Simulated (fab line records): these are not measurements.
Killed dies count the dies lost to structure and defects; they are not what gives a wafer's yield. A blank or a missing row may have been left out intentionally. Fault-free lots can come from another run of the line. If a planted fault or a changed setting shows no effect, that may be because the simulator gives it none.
fab line records + flow sky130
record
- lots=13
- wafers=39
- lastDay=50
route steps=708 shown FIELD_ISO@3 VT_ADJUST_PCH@147 SONOS_TUNNEL@166
lots with no fault: from the same line, run without faults
startH: the number of hours between the record's first day and the start of the first shown wafer of the lot + waitH: hours since the lot's step before + " the same as in the row above + L1.1+2: a single row standing in for several wafers + - either no value or no given start + * or withheld: withheld + < > ~ a bound
route shown NAME@n: NAME is a module with steps in the file, n the number in the route of the first one + usual: mean/standard deviation of fault-free wafers + same: alike in all rows + chamber/n: place in a boat + sites: the reading at each site + _std_site: standard deviation across them + _edge_site: mean of outer sites minus mean of inner sites + radiusMm: for every site, how far away it sits from the centre of the wafer + mask NAME#n: copy n + behind: the tool/chamber that last shaped the wafer + hold: reason for holding the lot/hours on hold/outcome of the hold + device: the transistor (n, p or np) that didn't switch + end of line: the tests these same wafers got at the end of their route + a step given without rows: its recipe and nothing more + killed: count of dies lost to structure and defects at first sort (not the wafer's yield) + map: dies across one wafer; x = killed, . = not, _ = none there
set.NAME: the setting that was run; set.NAME@STEP: the one run at that earlier step + model.NAME: the simulator's own value behind a step, which no gauge read
route steps across a sampled set of lots; one table per step, one row per wafer
services: from which hour (startH, from the record's first day; less than 0 if before it) a tool's chamber was out of use, for how many hours, and why
## steps
# step SKY_FIELD_ISO_THK_MEAS_02
# recipe
- reads=SiO2_of_FIELD_ISO_OXIDATION_01
# usual
- FIELD_ISO_OXIDATION_00_THK=11.96/0.2
| lot.wafer | tool         | chamber | startH | waitH | FIELD_ISO_OXIDATION_00_THK[nm] |
|-----------|--------------|---------|--------|-------|--------------------------------|
| L335.2    | filmMetro-03 | -       | 17.65  | 0.0   | 11.70                          |
| L335.4    | "            | -       | "      | "     | 11.63                          |
| L335.5    | "            | -       | "      | "     | 11.67                          |
| L336.2    | filmMetro-02 | -       | 21.64  | 0.0   | 12.25                          |
| L336.3    | "            | -       | "      | "     | 12.05                          |
| L336.5    | "            | -       | "      | "     | 12.13                          |
| L338.1    | filmMetro-02 | -       | 32.01  | 0.0   | 11.94                          |
| L338.2    | "            | -       | "      | "     | 12.10                          |
| L338.3    | "            | -       | "      | "     | 12.02                          |
| L339.2    | filmMetro-02 | -       | 37.77  | 0.0   | 12.17                          |
| L339.4    | "            | -       | "      | "     | 11.77                          |
| L339.6    | "            | -       | "      | "     | 11.98                          |
| L343.2    | filmMetro-03 | -       | 61.11  | 0.0   | 12.13                          |
| L343.3    | "            | -       | "      | "     | 12.40                          |
| L343.4    | "            | -       | "      | "     | 12.45                          |
| L344.1    | filmMetro-02 | -       | 66.53  | 0.0   | 11.71                          |
| L344.2    | "            | -       | "      | "     | 11.95                          |
| L344.5    | "            | -       | "      | "     | 11.98                          |
| L348.2    | filmMetro-02 | -       | 82.28  | 0.0   | 11.92                          |
| L348.3    | "            | -       | "      | "     | 11.99                          |
| L348.6    | "            | -       | "      | "     | 12.03                          |
| L350.1    | filmMetro-02 | -       | 92.07  | 0.0   | 11.65                          |
| L350.2    | "            | -       | "      | "     | 11.69                          |
| L350.6    | "            | -       | "      | "     | 11.60                          |
| L351.2    | filmMetro-04 | -       | 97.66  | 0.0   | 11.82                          |
| L351.3    | "            | -       | "      | "     | 12.07                          |
| L351.5    | "            | -       | "      | "     | 11.81                          |
| L352.1    | filmMetro-04 | -       | 102.46 | 0.0   | 11.98                          |
| L352.2    | "            | -       | "      | "     | 11.94                          |
| L352.4    | "            | -       | "      | "     | 11.88                          |
| L353.2    | filmMetro-04 | -       | 107.40 | 0.0   | 11.76                          |
| L353.5    | "            | -       | "      | "     | 11.85                          |
| L353.6    | "            | -       | "      | "     | 11.78                          |
| L355.2    | filmMetro-03 | -       | 116.64 | 0.0   | 11.98                          |
| L355.3    | "            | -       | "      | "     | 11.82                          |
| L355.4    | "            | -       | "      | "     | 11.93                          |
| L356.2    | filmMetro-03 | -       | 122.27 | 0.0   | 11.61                          |
| L356.4    | "            | -       | "      | "     | 11.78                          |
| L356.6    | "            | -       | "      | "     | 11.85                          |
# step SKY_FIELD_ISO_ETCH_14
# recipe
- chemistry=N2/H2
- target=BARC
- ionEnergyEv=200
- sourceW=500
- biasW=100
- pressureMtorr=30
- n2FlowSccm=100
- h2FlowSccm=200
- stopOn=SiO2
- timeS=45.9
- targetDepthA=600
# usual
- drypumpMotorCurrentA=5.9/0.43
- oesProductAu=0.854/0.005
- throttleValvePct=13.225/0.0088
# same
- timeS=45.9
| lot.wafer | tool       | chamber | startH | waitH | drypumpMotorCurrentA | oesProductAu | rfHoursCounterH | throttleValvePct |
|-----------|------------|---------|--------|-------|----------------------|--------------|-----------------|------------------|
| L335.2    | rieDiel-01 | 0       | 34.59  | 0.1   | 6.2                  | 0.862        | 2               | 13.219           |
| L335.4    | "          | 2       | "      | "     | 6.5                  | 0.862        | 135             | 13.221           |
| L335.5    | "          | 1       | "      | "     | 5.6                  | 0.856        | -               | 13.235           |
| L336.2    | rieDiel-02 | 0       | 39.54  | 0.1   | 5.3                  | 0.850        | 134             | 13.220           |
| L336.3    | "          | 3       | "      | "     | 5.5                  | 0.852        | 34              | 13.230           |
| L336.5    | "          | 0       | "      | "     | 5.3                  | 0.860        | -               | 13.241           |
| L338.1    | rieDiel-01 | 2       | 49.92  | 0.1   | 6.5                  | 0.849        | 136             | 13.227           |
| L338.2    | "          | 3       | "      | "     | 6.1                  | 0.855        | 80              | 13.242           |
| L338.3    | "          | 1       | "      | "     | 5.6                  | 0.859        | 159             | 13.228           |
| L339.2    | rieDiel-02 | 2       | 55.94  | 0.1   | 5.6                  | 0.855        | 30              | 13.220           |
| L339.4    | "          | 1       | "      | "     | 6.2                  | 0.850        | 62              | 13.228           |
| L339.6    | "          | 2       | "      | "     | 5.6                  | 0.862        | -               | 13.231           |
| L343.2    | rieDiel-03 | 3       | 79.04  | 0.1   | 6.1                  | 0.851        | 79              | 13.220           |
| L343.3    | "          | 1       | "      | "     | 6.3                  | 0.856        | 164             | 13.242           |
| L343.4    | "          | 2       | "      | "     | 5.5                  | 0.858        | 99              | 13.226           |
| L344.1    | rieDiel-01 | 3       | 85.02  | 0.1   | 6.1                  | 0.849        | 81              | 13.227           |
| L344.2    | "          | 0       | "      | "     | 6.2                  | 0.858        | 2               | 13.234           |
| L344.5    | "          | 2       | "      | "     | 6.5                  | 0.859        | -               | 13.212           |
| L348.2    | rieDiel-02 | 2       | 101.89 | 0.1   | 5.6                  | 0.855        | 30              | 13.229           |
| L348.3    | "          | 3       | "      | "     | 5.5                  | 0.853        | 35              | 13.201           |
| L348.6    | "          | 1       | "      | "     | 6.2                  | 0.858        | -               | 13.213           |
| L350.1    | rieDiel-01 | 3       | 112.77 | 0.1   | 6.2                  | 0.848        | 81              | 13.236           |
| L350.2    | "          | 2       | "      | "     | 6.5                  | 0.860        | 137             | 13.219           |
| L350.6    | "          | 1       | "      | "     | 5.5                  | 0.864        | -               | 13.223           |
| L351.2    | rieDiel-01 | 3       | 118.99 | 0.1   | 6.2                  | 0.849        | 81              | 13.223           |
| L351.3    | "          | 1       | "      | "     | 5.6                  | 0.851        | 161             | 13.236           |
| L351.5    | "          | 0       | "      | "     | 6.2                  | 0.851        | -               | 13.240           |
| L352.1    | rieDiel-03 | 3       | 123.01 | 0.1   | 6.2                  | 0.856        | 80              | 13.227           |
| L352.2    | "          | 2       | "      | "     | 5.5                  | 0.843        | 100             | 13.227           |
| L352.4    | "          | 0       | "      | "     | 6.5                  | 0.856        | 7               | 13.242           |
| L353.2    | rieDiel-03 | 1       | 129.33 | 0.1   | 6.4                  | 0.857        | 0               | 13.230           |
| L353.5    | "          | 1       | "      | "     | 6.3                  | 0.854        | -               | 13.225           |
| L353.6    | "          | 2       | "      | "     | 5.5                  | 0.852        | -               | 13.213           |
| L355.2    | rieDiel-03 | 0       | 140.56 | 0.1   | 6.5                  | 0.853        | 7               | 13.226           |
| L355.3    | "          | 2       | "      | "     | 5.5                  | 0.870        | 100             | 13.229           |
| L355.4    | "          | 3       | "      | "     | 6.2                  | 0.851        | 81              | 13.229           |
| L356.2    | rieDiel-03 | 2       | 147.91 | 0.1   | 5.5                  | 0.852        | 100             | 13.239           |
| L356.4    | "          | 1       | "      | "     | 6.3                  | 0.850        | 1               | 13.232           |
| L356.6    | "          | 2       | "      | "     | 5.5                  | 0.855        | -               | 13.233           |
# step SKY_FIELD_ISO_CMP_27
# recipe
- stopOn=Si3N4
- tOverpolishS=16
- downForcePsi=4
- platenRpm=60
- targetThkNm=457.8
- padVelocityMS=0.94248
# usual
- headPressurePsi=4.000/0.0084
- motorCurrentA=12.0/0.97
- overpolishRunS=16.000/0.0084
- timeToEndpointS=112/4.3
# same
- tOverpolishS=16
| lot.wafer | tool   | chamber | startH | waitH | headPressurePsi | motorCurrentA | overpolishRunS | timeToEndpointS |
|-----------|--------|---------|--------|-------|-----------------|---------------|----------------|-----------------|
| L335.4    | cmp-02 | 2       | 40.63  | 0.0   | 4.004           | 10.8          | 16.007         | 117             |
| L335.2    | "      | 0       | "      | "     | 3.997           | 11.4          | 16.000         | 112             |
| L335.5    | "      | 3       | "      | "     | 4.006           | 10.6          | 16.012         | 108             |
| L336.2    | cmp-02 | 3       | 43.07  | 0.1   | 3.983           | 10.3          | 16.007         | 113             |
| L336.3    | "      | 0       | "      | "     | 3.989           | 11.3          | 16.005         | 113             |
| L336.5    | "      | 1       | "      | "     | 3.992           | 13.6          | 16.001         | 118             |
| L338.1    | cmp-02 | 3       | 62.65  | 0.1   | 4.003           | 10.3          | 16.002         | 114             |
| L338.2    | "      | 0       | "      | "     | 4.004           | 11.6          | 16.000         | 111             |
| L338.3    | "      | 1       | "      | "     | 4.000           | 13.7          | 15.996         | 121             |
| L339.2    | cmp-02 | 2       | 69.42  | 0.0   | 3.992           | 11.7          | 15.997         | 121             |
| L339.4    | "      | 3       | "      | "     | 3.998           | 10.9          | 15.999         | 115             |
| L339.6    | "      | 2       | "      | "     | 3.998           | 11.8          | 15.993         | 119             |
| L343.4    | cmp-01 | 2       | 82.45  | 0.0   | 3.994           | 12.8          | 16.005         | 114             |
| L343.3    | "      | 0       | "      | "     | 3.995           | 12.9          | 16.007         | 113             |
| L343.2    | "      | 1       | "      | "     | 4.008           | 11.6          | 15.994         | 113             |
| L344.2    | cmp-02 | 1       | 90.55  | 0.0   | 3.997           | 13.7          | 16.005         | 112             |
| L344.1    | "      | 0       | "      | "     | 4.014           | 11.6          | 15.998         | 107             |
| L344.5    | "      | 2       | "      | "     | 4.000           | 11.7          | 16.009         | 114             |
| L348.2    | cmp-02 | 3       | 105.88 | 0.0   | 3.987           | 10.9          | 16.011         | 106             |
| L348.3    | "      | 1       | "      | "     | 4.010           | 14.1          | 16.005         | 112             |
| L348.6    | "      | 0       | "      | "     | 4.006           | 11.6          | 15.978         | 107             |
| L350.2    | cmp-02 | 0       | 117.65 | 0.1   | 4.008           | 11.6          | 15.997         | 105             |
| L350.1    | "      | 2       | "      | "     | 3.985           | 12.0          | 16.004         | 113             |
| L350.6    | "      | 0       | "      | "     | 3.996           | 11.1          | 16.005         | 106             |
| L351.2    | cmp-02 | 1       | 123.81 | 0.1   | 3.997           | 12.9          | 16.018         | 118             |
| L351.3    | "      | 2       | "      | "     | 3.994           | 11.7          | 16.010         | 115             |
| L351.5    | "      | 0       | "      | "     | 3.992           | 11.4          | 16.006         | 111             |
| L352.1    | cmp-02 | 2       | 127.82 | 0.0   | 3.990           | 11.4          | 16.000         | 117             |
| L352.2    | "      | 0       | "      | "     | 3.999           | 11.3          | 16.018         | 111             |
| L352.4    | "      | 1       | "      | "     | 4.002           | 13.4          | 15.996         | 119             |
| L353.2    | cmp-01 | 3       | 133.05 | 0.1   | 3.996           | 12.3          | 15.999         | 110             |
| L353.5    | "      | 1       | "      | "     | 4.007           | 12.0          | 15.996         | 111             |
| L353.6    | "      | 2       | "      | "     | 4.001           | 12.0          | 15.993         | 110             |
| L355.3    | cmp-02 | 3       | 148.46 | 0.0   | 3.995           | 11.3          | 15.999         | 113             |
| L355.2    | "      | 1       | "      | "     | 3.997           | 13.1          | 15.996         | 117             |
| L355.4    | "      | 2       | "      | "     | 4.011           | 11.6          | 15.989         | 120             |
| L356.4    | cmp-01 | 3       | 154.15 | 0.1   | 3.992           | 12.6          | 16.001         | 115             |
| L356.2    | "      | 0       | "      | "     | 3.988           | 12.1          | 15.988         | 108             |
| L356.6    | "      | 2       | "      | "     | 4.001           | 11.7          | 16.000         | 110             |
# step SKY_VT_ADJUST_PCH_EXPOSE_04
# recipe
- maskId=NWM
- na=0.6
- sourceShape=conventional
- sigmaOuter=0.6
- polarization=unpolarized
- targetCdNm=840
- doseMj=255
| lot.wafer  | tool            | chamber | startH | waitH | mask   |
|------------|-----------------|---------|--------|-------|--------|
| L335.2+4+5 | ilineStepper-02 | 0       | 226.57 | -     | NWM#0  |
| L336.2+3+5 | ilineStepper-01 | 0       | 229.15 | -     | NWM#0  |
| L338.1+2+3 | ilineStepper-01 | 0       | 263.70 | -     | NWM#0  |
| L339.2+4+6 | ilineStepper-01 | 0       | 269.97 | -     | NWM#0  |
| L343.2+3+4 | ilineStepper-02 | 0       | 287.06 | -     | TUNM#0 |
| L344.1+2+5 | ilineStepper-01 | 0       | 295.64 | -     | NWM#0  |
| L348.2+3+6 | ilineStepper-02 | 0       | 318.59 | -     | NWM#0  |
| L350.1+2+6 | ilineStepper-02 | 0       | 332.02 | -     | NWM#0  |
| L351.2+3+5 | ilineStepper-01 | 0       | 341.58 | -     | NWM#0  |
| L352.1+2+4 | ilineStepper-02 | 0       | 349.35 | -     | NWM#0  |
| L353.2+5+6 | ilineStepper-02 | 0       | 356.43 | -     | NWM#0  |
| L355.2+3+4 | ilineStepper-02 | 0       | 379.54 | -     | NWM#0  |
| L356.2+4+6 | ilineStepper-02 | 0       | 385.66 | -     | NWM#0  |
# step SKY_VT_ADJUST_PCH_OVL_MEAS_07
# usual
- VT_ADJUST_PCH_OVL=-0.8/1.3
| lot.wafer | tool       | chamber | startH | waitH | VT_ADJUST_PCH_OVL[nm] |
|-----------|------------|---------|--------|-------|-----------------------|
| L335.2    | overlay-01 | -       | 236.81 | -     | 0.0                   |
| L335.4    | "          | -       | "      | "     | -2.1                  |
| L335.5    | "          | -       | "      | "     | -1.0                  |
| L336.2    | overlay-01 | -       | 240.30 | -     | 0.3                   |
| L336.3    | "          | -       | "      | "     | 0.7                   |
| L336.5    | "          | -       | "      | "     | -2.6                  |
| L338.1    | overlay-02 | -       | 275.14 | -     | 0.0                   |
| L338.2    | "          | -       | "      | "     | 2.1                   |
| L338.3    | "          | -       | "      | "     | 0.1                   |
| L339.2    | overlay-01 | -       | 280.90 | -     | -1.8                  |
| L339.4    | "          | -       | "      | "     | 1.0                   |
| L339.6    | "          | -       | "      | "     | -0.7                  |
| L343.2    | overlay-02 | -       | 299.27 | -     | -                     |
| L343.3    | "          | -       | "      | "     | -                     |
| L343.4    | "          | -       | "      | "     | -                     |
| L344.1    | overlay-01 | -       | 309.42 | -     | 0.9                   |
| L344.2    | "          | -       | "      | "     | 0.1                   |
| L344.5    | "          | -       | "      | "     | 1.0                   |
| L348.2    | overlay-01 | -       | 331.25 | -     | -0.3                  |
| L348.3    | "          | -       | "      | "     | 1.0                   |
| L348.6    | "          | -       | "      | "     | 1.2                   |
| L350.1    | overlay-01 | -       | 345.44 | -     | 0.0                   |
| L350.2    | "          | -       | "      | "     | -2.1                  |
| L350.6    | "          | -       | "      | "     | -3.3                  |
| L351.2    | overlay-02 | -       | 354.60 | -     | -1.8                  |
| L351.3    | "          | -       | "      | "     | -1.5                  |
| L351.5    | "          | -       | "      | "     | 0.0                   |
| L352.1    | overlay-01 | -       | 363.39 | -     | -1.1                  |
| L352.2    | "          | -       | "      | "     | 0.3                   |
| L352.4    | "          | -       | "      | "     | 0.2                   |
| L353.2    | overlay-02 | -       | 370.35 | -     | 0.8                   |
| L353.5    | "          | -       | "      | "     | -1.1                  |
| L353.6    | "          | -       | "      | "     | 0.5                   |
| L355.2    | overlay-02 | -       | 394.41 | -     | 1.5                   |
| L355.3    | "          | -       | "      | "     | 1.3                   |
| L355.4    | "          | -       | "      | "     | 1.1                   |
| L356.2    | overlay-02 | -       | 400.27 | -     | -1.6                  |
| L356.4    | "          | -       | "      | "     | -0.4                  |
| L356.6    | "          | -       | "      | "     | 0.2                   |
# step SKY_VT_ADJUST_PCH_TW_MEAS_10
# usual
- VT_ADJUST_PCH_TW=142.6/1.5
| lot.wafer | tool         | chamber | startH | waitH | VT_ADJUST_PCH_TW |
|-----------|--------------|---------|--------|-------|------------------|
| L335.2    | filmMetro-01 | -       | 237.10 | 0.1   | 141.0            |
| L335.4    | "            | -       | "      | "     | 141.2            |
| L335.5    | "            | -       | "      | "     | 141.0            |
| L336.2    | filmMetro-03 | -       | 240.59 | 0.1   | 142.3            |
| L336.3    | "            | -       | "      | "     | 143.4            |
| L336.5    | "            | -       | "      | "     | 143.5            |
| L338.1    | filmMetro-01 | -       | 275.43 | 0.1   | 140.1            |
| L338.2    | "            | -       | "      | "     | 141.1            |
| L338.3    | "            | -       | "      | "     | 140.4            |
| L339.2    | filmMetro-03 | -       | 281.19 | 0.1   | 143.4            |
| L339.4    | "            | -       | "      | "     | 143.3            |
| L339.6    | "            | -       | "      | "     | 142.8            |
| L343.2    | filmMetro-03 | -       | 299.56 | 0.1   | 30.3             |
| L343.3    | "            | -       | "      | "     | 30.2             |
| L343.4    | "            | -       | "      | "     | 30.3             |
| L344.1    | filmMetro-03 | -       | 309.70 | 0.1   | 143.8            |
| L344.2    | "            | -       | "      | "     | 143.3            |
| L344.5    | "            | -       | "      | "     | 143.4            |
| L348.2    | filmMetro-03 | -       | 331.54 | 0.1   | 142.9            |
| L348.3    | "            | -       | "      | "     | 143.5            |
| L348.6    | "            | -       | "      | "     | 143.5            |
| L350.1    | filmMetro-04 | -       | 345.73 | 0.1   | 144.1            |
| L350.2    | "            | -       | "      | "     | 143.0            |
| L350.6    | "            | -       | "      | "     | 143.8            |
| L351.2    | filmMetro-01 | -       | 354.89 | 0.1   | 140.4            |
| L351.3    | "            | -       | "      | "     | 140.1            |
| L351.5    | "            | -       | "      | "     | 140.7            |
| L352.1    | filmMetro-03 | -       | 363.68 | 0.1   | 144.5            |
| L352.2    | "            | -       | "      | "     | 144.4            |
| L352.4    | "            | -       | "      | "     | 143.5            |
| L353.2    | filmMetro-03 | -       | 370.64 | 0.1   | 143.6            |
| L353.5    | "            | -       | "      | "     | 144.1            |
| L353.6    | "            | -       | "      | "     | 143.3            |
| L355.2    | filmMetro-04 | -       | 394.70 | 0.1   | 144.0            |
| L355.3    | "            | -       | "      | "     | 144.5            |
| L355.4    | "            | -       | "      | "     | 143.4            |
| L356.2    | filmMetro-03 | -       | 400.56 | 0.1   | 142.9            |
| L356.4    | "            | -       | "      | "     | 142.4            |
| L356.6    | "            | -       | "      | "     | 142.3            |
# step SKY_SONOS_TUNNEL_TW_MEAS_12
# usual
- SONOS_TUNNEL_TW=197.2/2.2
| lot.wafer | tool         | chamber | startH | waitH | SONOS_TUNNEL_TW |
|-----------|--------------|---------|--------|-------|-----------------|
| L335.2    | filmMetro-01 | -       | 260.88 | 0.0   | 195.1           |
| L335.4    | "            | -       | "      | "     | 194.7           |
| L335.5    | "            | -       | "      | "     | 195.7           |
| L336.2    | filmMetro-03 | -       | 264.81 | 0.0   | 198.0           |
| L336.3    | "            | -       | "      | "     | 198.6           |
| L336.5    | "            | -       | "      | "     | 197.7           |
| L338.1    | filmMetro-03 | -       | 297.56 | 0.0   | 199.4           |
| L338.2    | "            | -       | "      | "     | 200.3           |
| L338.3    | "            | -       | "      | "     | 199.6           |
| L339.2    | filmMetro-01 | -       | 306.33 | 0.0   | 195.2           |
| L339.4    | "            | -       | "      | "     | 195.7           |
| L339.6    | "            | -       | "      | "     | 195.2           |
| L343.2    | filmMetro-03 | -       | 326.42 | 0.0   | 213.6           |
| L343.3    | "            | -       | "      | "     | 215.3           |
| L343.4    | "            | -       | "      | "     | 215.0           |
| L344.1    | filmMetro-01 | -       | 336.72 | 0.0   | 195.3           |
| L344.2    | "            | -       | "      | "     | 196.3           |
| L344.5    | "            | -       | "      | "     | 195.3           |
| L348.2    | filmMetro-03 | -       | 358.91 | 0.0   | 197.1           |
| L348.3    | "            | -       | "      | "     | 197.0           |
| L348.6    | "            | -       | "      | "     | 197.1           |
| L350.1    | filmMetro-01 | -       | 373.28 | 0.0   | 196.4           |
| L350.2    | "            | -       | "      | "     | 196.1           |
| L350.6    | "            | -       | "      | "     | 197.2           |
| L351.2    | filmMetro-02 | -       | 382.68 | 0.0   | 198.4           |
| L351.3    | "            | -       | "      | "     | 198.9           |
| L351.5    | "            | -       | "      | "     | 198.0           |
| L352.1    | filmMetro-02 | -       | 392.73 | 0.0   | 199.1           |
| L352.2    | "            | -       | "      | "     | 200.9           |
| L352.4    | "            | -       | "      | "     | 200.6           |
| L353.2    | filmMetro-02 | -       | 399.36 | 0.0   | 199.8           |
| L353.5    | "            | -       | "      | "     | 199.2           |
| L353.6    | "            | -       | "      | "     | 199.0           |
| L355.2    | filmMetro-01 | -       | 425.19 | 0.0   | 194.1           |
| L355.3    | "            | -       | "      | "     | 194.0           |
| L355.4    | "            | -       | "      | "     | 194.4           |
| L356.2    | filmMetro-03 | -       | 431.13 | 0.0   | 196.9           |
| L356.4    | "            | -       | "      | "     | 197.3           |
| L356.6    | "            | -       | "      | "     | 198.7           |
## services
| tool            | chamber | startH | hours | kind   |
|-----------------|---------|--------|-------|--------|
| cmp-02          | -       | 19.59  | 5.1   | pm     |
| cmp-01          | -       | 20.27  | 1.0   | repair |
| rieDiel-01      | -       | 48.81  | 1.0   | repair |
| cmp-02          | -       | 64.00  | 4.0   | pm     |
| cmp-02          | -       | 67.84  | 1.1   | repair |
| ilineStepper-01 | -       | 75.49  | 1.7   | pm     |
| ilineStepper-02 | -       | 88.03  | 1.7   | pm     |
| rieDiel-01      | 0       | 94.90  | 4.1   | repair |
| ilineStepper-01 | -       | 120.74 | 4.0   | repair |
| cmp-02          | -       | 142.67 | 1.1   | repair |
| rieDiel-03      | 3       | 148.84 | 14.7  | repair |
| cmp-02          | -       | 157.87 | 1.6   | repair |
| rieDiel-01      | 0       | 195.43 | 8.3   | repair |
| rieDiel-01      | 1       | 216.23 | 2.8   | repair |
| rieDiel-03      | -       | 248.29 | 0.7   | repair |
| cmp-02          | -       | 273.71 | 1.5   | repair |
| rieDiel-03      | 0       | 282.62 | 6.6   | repair |
| rieDiel-01      | -       | 291.96 | 0.9   | repair |
| ilineStepper-01 | -       | 293.65 | 1.7   | pm     |
| ilineStepper-02 | -       | 306.21 | 1.7   | pm     |
| cmp-02          | -       | 320.49 | 5.7   | pm     |
| ilineStepper-01 | -       | 320.56 | 4.4   | pm     |
| rieDiel-01      | 0       | 325.39 | 8.4   | repair |
| cmp-02          | -       | 353.79 | 1.2   | repair |
## key
firstSign
- step=SKY_VT_ADJUST_PCH_EXPOSE_04
- reading=mask
- direction=changed
effect
- step=SKY_VT_ADJUST_PCH_OVL_MEAS_07
- reading=VT_ADJUST_PCH_OVL
- direction=missing
effect
- step=SKY_VT_ADJUST_PCH_TW_MEAS_10
- reading=VT_ADJUST_PCH_TW
- direction=down
- sigmas=74
- usual=142.6
- struck=30.3
effect
- step=SKY_SONOS_TUNNEL_TW_MEAS_12
- reading=SONOS_TUNNEL_TW
- direction=up
- sigmas=8.1
- usual=197.2
- struck=214.6
metAt SKY_VT_ADJUST_PCH_EXPOSE_04
struckLots L343
sortLeftOut L343.2,L343.3,L343.4
testerLeftOut L343
notActingAt SKY_FIELD_ISO_THK_MEAS_02,SKY_FIELD_ISO_ETCH_14,SKY_FIELD_ISO_CMP_27
onsetBetween 226.57 287.06
fault
- kind=wrongMask
- tool=any
- chamber=-
- onsetH=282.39
- steps=SKY_VT_ADJUST_PCH_EXPOSE_04
- auxCopy=TUNM#0
- scope=struckLotsOnly
# testerLeftOut: of these lots the tester's yield and bins aren't shown, on N5 and GAA mostly nor the transistor test; their killed dies are dies lost to structure and defects alone, not to doping, threshold or leakage, so they don't give the yield
# sortLeftOut: the simulated sort isn't trusted on such a fault, so these wafers' sort isn't shown, and their yield isn't known
